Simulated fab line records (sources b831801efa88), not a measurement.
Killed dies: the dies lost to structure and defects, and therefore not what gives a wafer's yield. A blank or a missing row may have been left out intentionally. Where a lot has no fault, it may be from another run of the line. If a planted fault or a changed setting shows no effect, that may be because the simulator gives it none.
The tool behind it: which one? / flow gf180mcu / 12 lots with 36 wafers sampled at 2 steps, on a route of 602 steps

== WHAT THE GAUGES SHOWED, per wafer ==
GF_V1_RS_MEAS_24: uses a four-point probe to measure. Usual: V1_W_RS 0.328 ohm/sq, standard deviation 0.0048.
lot=L917; measured=day 19 00:17; on=film-metro-04; V1_W_RS (ohm/sq)=0.332 0.337 0.326; flag=
lot=L919; measured=day 19 19:30; on=film-metro-01; V1_W_RS (ohm/sq)=0.328 0.328 0.330; flag=
lot=L918; measured=day 19 22:12; on=film-metro-02; V1_W_RS (ohm/sq)=0.327 0.325 0.325; flag=
lot=L922; measured=day 21 06:10; on=film-metro-01; V1_W_RS (ohm/sq)=0.330 0.326 0.334; flag=
lot=L924; measured=day 21 15:11; on=film-metro-02; V1_W_RS (ohm/sq)=0.323 0.324 0.328; flag=
lot=L923; measured=day 21 18:52; on=film-metro-01; V1_W_RS (ohm/sq)=0.326 0.338 0.329; flag=
lot=L925; measured=day 22 04:13; on=film-metro-02; V1_W_RS (ohm/sq)=0.333 0.323 0.329; flag=
lot=L926; measured=day 22 11:17; on=film-metro-04; V1_W_RS (ohm/sq)=0.328 0.329 0.328; flag=
lot=L933; measured=day 24 12:33; on=film-metro-02; V1_W_RS (ohm/sq)=0.328 0.334 0.331; flag=
lot=L935; measured=day 25 01:33; on=film-metro-04; V1_W_RS (ohm/sq)=0.321 0.323 0.326; flag=
lot=L937; measured=day 25 16:15; on=film-metro-01; V1_W_RS (ohm/sq)=0.325 0.328 0.328; flag=
lot=L938; measured=day 26 04:20; on=film-metro-01; V1_W_RS (ohm/sq)=0.325 0.328 0.326; flag=

== EACH LOT AND THE TOOL THAT RAN IT (in order: tool; ch and the chambers of the sampled wafers; start) ==
lot=L917; GF_V1_SPUTTER_21=pvd-sputter-04, day 19 00:03
lot=L919; GF_V1_SPUTTER_21=pvd-sputter-03, day 19 19:17
lot=L918; GF_V1_SPUTTER_21=pvd-sputter-01, day 19 21:59
lot=L922; GF_V1_SPUTTER_21=pvd-sputter-01, day 21 05:56
lot=L924; GF_V1_SPUTTER_21=pvd-sputter-04, day 21 14:59
lot=L923; GF_V1_SPUTTER_21=pvd-sputter-03, day 21 18:38
lot=L925; GF_V1_SPUTTER_21=pvd-sputter-04, day 22 04:01
lot=L926; GF_V1_SPUTTER_21=pvd-sputter-04, day 22 11:05
lot=L933; GF_V1_SPUTTER_21=pvd-sputter-03, day 24 12:18
lot=L935; GF_V1_SPUTTER_21=pvd-sputter-04, day 25 01:20
lot=L937; GF_V1_SPUTTER_21=pvd-sputter-04, day 25 16:02
lot=L938; GF_V1_SPUTTER_21=pvd-sputter-04, day 26 04:07
- GF_V1_SPUTTER_21: material Ti, target thk 15 nm, time 80.02 s.

== WHAT THE TOOLS THEMSELVES READ (means of the sampled wafers that have a number; where no wafer has one, the mark that the record gives instead) ==
GF_V1_SPUTTER_21. Usual: cathode-dc-power-W 2500.0 W, standard deviation 0.46; chamber-pressure-pa 4.999 Pa, standard deviation 0.0096; substrate-temp-c 200.00 C, standard deviation 0.16; throttle-valve-pct 30.1 %, standard deviation 1.2.
lot=L917; tool=pvd-sputter-04; cathode-dc-power-W (W)=2500.1; chamber-pressure-pa (Pa)=4.997; substrate-temp-c (C)=199.96; throttle-valve-pct (%)=31.1; flag=
lot=L919; tool=pvd-sputter-03; cathode-dc-power-W (W)=2500.1; chamber-pressure-pa (Pa)=4.996; substrate-temp-c (C)=200.08; throttle-valve-pct (%)=29.3; flag=
lot=L918; tool=pvd-sputter-01; cathode-dc-power-W (W)=2500.1; chamber-pressure-pa (Pa)=5.004; substrate-temp-c (C)=200.00; throttle-valve-pct (%)=29.9; flag=
lot=L922; tool=pvd-sputter-01; cathode-dc-power-W (W)=2500.3; chamber-pressure-pa (Pa)=4.996; substrate-temp-c (C)=200.10; throttle-valve-pct (%)=29.3; flag=
lot=L924; tool=pvd-sputter-04; cathode-dc-power-W (W)=2500.3; chamber-pressure-pa (Pa)=4.993; substrate-temp-c (C)=199.89; throttle-valve-pct (%)=29.4; flag=
lot=L923; tool=pvd-sputter-03; cathode-dc-power-W (W)=2499.6; chamber-pressure-pa (Pa)=5.003; substrate-temp-c (C)=200.06; throttle-valve-pct (%)=30.2; flag=
lot=L925; tool=pvd-sputter-04; cathode-dc-power-W (W)=2500.0; chamber-pressure-pa (Pa)=4.997; substrate-temp-c (C)=200.00; throttle-valve-pct (%)=30.7; flag=
lot=L926; tool=pvd-sputter-04; cathode-dc-power-W (W)=2499.8; chamber-pressure-pa (Pa)=5.001; substrate-temp-c (C)=199.91; throttle-valve-pct (%)=29.9; flag=
lot=L933; tool=pvd-sputter-03; cathode-dc-power-W (W)=2499.8; chamber-pressure-pa (Pa)=4.998; substrate-temp-c (C)=199.96; throttle-valve-pct (%)=29.8; flag=
lot=L935; tool=pvd-sputter-04; cathode-dc-power-W (W)=2499.7; chamber-pressure-pa (Pa)=4.998; substrate-temp-c (C)=200.04; throttle-valve-pct (%)=30.0; flag=
lot=L937; tool=pvd-sputter-04; cathode-dc-power-W (W)=2500.1; chamber-pressure-pa (Pa)=5.004; substrate-temp-c (C)=200.15; throttle-valve-pct (%)=30.1; flag=
lot=L938; tool=pvd-sputter-04; cathode-dc-power-W (W)=2499.8; chamber-pressure-pa (Pa)=5.000; substrate-temp-c (C)=199.94; throttle-valve-pct (%)=30.1; flag=

== THE ANSWER, worked out from the rows above alone ==
Rule: a lot counts as off when the mean over its wafers that have a number is more than 3 standard deviations away from the usual mean. A lot without any number at a reading at which 4 lots or more have one is off too. All remaining lots with rows at the step are treated as sound. After the gauges, taken in route order, come the tools' own readings; for these a lot's mean is taken, as printed above. At the first step where some lot is off, the reading lying furthest off is the one used; lots without a number count as furthest.
Across all readings shown, no lot is off: no conclusion can be drawn from this.

== WHAT HAD BEEN PUT IN BY THE SIMULATOR ==
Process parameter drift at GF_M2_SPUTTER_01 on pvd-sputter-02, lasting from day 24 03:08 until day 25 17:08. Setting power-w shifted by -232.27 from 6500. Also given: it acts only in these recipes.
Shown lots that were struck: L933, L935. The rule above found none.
